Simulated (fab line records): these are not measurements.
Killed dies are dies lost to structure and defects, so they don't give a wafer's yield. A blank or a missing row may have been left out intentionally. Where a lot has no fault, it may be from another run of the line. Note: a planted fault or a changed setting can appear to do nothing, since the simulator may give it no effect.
Which of the tools did it? | flow sfq_line | Sampling: 15 lots, 45 wafers, 2 of 325 route steps

WHAT THE GAUGES READ, wafer by wafer
SFQ_M0_RS_MEAS_904: uses a four-point probe to measure. Usual: M0_NB_RS 0.887 ohm/sq, standard deviation 0.011.
lot  | measured     | on            | M0_NB_RS (ohm/sq)                   | flag
L738 | day 8 08:10  | film_metro-02 | 0.892 0.883 0.893                   |
L741 | day 9 06:02  | film_metro-01 | 0.871 0.885 0.889                   |
L742 | day 9 15:38  | film_metro-01 | 0.887 0.883 0.877                   |
L744 | day 10 14:35 | film_metro-02 | 0.878 0.872 0.871                   |
L746 | day 11 01:13 | film_metro-04 | 0.898 0.895 0.897                   |
L748 | day 11 14:25 | film_metro-04 | 0.906 0.908 0.905                   |
L749 | day 11 20:27 | film_metro-02 | 0.881 0.887 0.892                   |
L750 | day 12 01:18 | film_metro-02 | 0.479 0.476 0.482 0.478 0.476 0.483 | OFF
L751 | day 12 06:07 | film_metro-02 | 0.474 0.479 0.478 0.475 0.478 0.478 | OFF
L752 | day 12 13:18 | film_metro-01 | 0.486 0.482 0.481 0.487 0.483 0.481 | OFF
L753 | day 12 23:17 | film_metro-01 | 0.889 0.888 0.881                   |
L756 | day 14 01:49 | film_metro-04 | 0.887 0.890 0.908                   |
L758 | day 14 17:01 | film_metro-01 | 0.873 0.882 0.871                   |
L760 | day 15 12:43 | film_metro-04 | 0.888 0.890 0.897                   |
L761 | day 15 15:58 | film_metro-02 | 0.887 0.869 0.888                   |

WHICH TOOL RAN EACH LOT (tool, then ch and the chambers of the sampled wafers, then the start)
lot  | SFQ_TRILAYER_M0_DEP_SPUTTER_019
L738 | pvd_sputter-05, day 8 08:05
L741 | pvd_sputter-05, day 9 05:55
L742 | pvd_sputter-04, day 9 15:32
L744 | pvd_sputter-04, day 10 14:29
L746 | pvd_sputter-04, day 11 01:07
L748 | pvd_sputter-03, day 11 14:19
L749 | pvd_sputter-05, day 11 20:19
L750 | pvd_sputter-05, day 12 01:13
L751 | pvd_sputter-05, day 12 06:02
L752 | pvd_sputter-05, day 12 13:13
L753 | pvd_sputter-03, day 12 23:11
L756 | pvd_sputter-03, day 14 01:41
L758 | pvd_sputter-04, day 14 16:53
L760 | pvd_sputter-05, day 15 12:38
L761 | pvd_sputter-04, day 15 15:52
- SFQ_TRILAYER_M0_DEP_SPUTTER_019: material Nb, target thk 200 nm, time 133.3 s.

AS READ BY THE TOOLS THEMSELVES (means over the sampled wafers that have a number; for cases with no such wafer, the mark the record gives instead)
SFQ_TRILAYER_M0_DEP_SPUTTER_019. Usual: throttle_valve_pct reads 29.9 % (standard deviation 0.98).
lot  | tool           | throttle_valve_pct (%) | flag
L738 | pvd_sputter-05 | 29.8                   |
L741 | pvd_sputter-05 | 30.0                   |
L742 | pvd_sputter-04 | 29.5                   |
L744 | pvd_sputter-04 | 29.5                   |
L746 | pvd_sputter-04 | 29.3                   |
L748 | pvd_sputter-03 | 30.1                   |
L749 | pvd_sputter-05 | 30.4                   |
L750 | pvd_sputter-05 | 29.8                   |
L751 | pvd_sputter-05 | 30.6                   |
L752 | pvd_sputter-05 | 29.7                   |
L753 | pvd_sputter-03 | 30.2                   |
L756 | pvd_sputter-03 | 30.3                   |
L758 | pvd_sputter-04 | 29.0                   |
L760 | pvd_sputter-05 | 30.3                   |
L761 | pvd_sputter-04 | 28.7                   |

THE ANSWER, worked out from the rows above alone
Rule: a lot counts as off when the mean over its wafers that have a number is more than 3 standard deviations away from the usual mean. Also off: a lot with no number at a reading for which 4 or more lots have one. All remaining lots with rows at the step are treated as sound. Order of review: gauges by route order, followed by the tools' own readings, for which a lot's mean as printed above is used. The first step at which some lot is off is used, and at that step the reading that is off furthest; a lot without a number counts as furthest.
Off: at SFQ_M0_RS_MEAS_904 (M0_NB_RS), L750, L751, L752.
A tool fits if, at a process step before that reading, it ran every lot that is off, and no sound lot after the first of them. Gauges at SFQ_M0_RS_MEAS_904: tried the same way as those tools. Not one of the candidates tried fits.

WHAT THE SIMULATOR PUT IN
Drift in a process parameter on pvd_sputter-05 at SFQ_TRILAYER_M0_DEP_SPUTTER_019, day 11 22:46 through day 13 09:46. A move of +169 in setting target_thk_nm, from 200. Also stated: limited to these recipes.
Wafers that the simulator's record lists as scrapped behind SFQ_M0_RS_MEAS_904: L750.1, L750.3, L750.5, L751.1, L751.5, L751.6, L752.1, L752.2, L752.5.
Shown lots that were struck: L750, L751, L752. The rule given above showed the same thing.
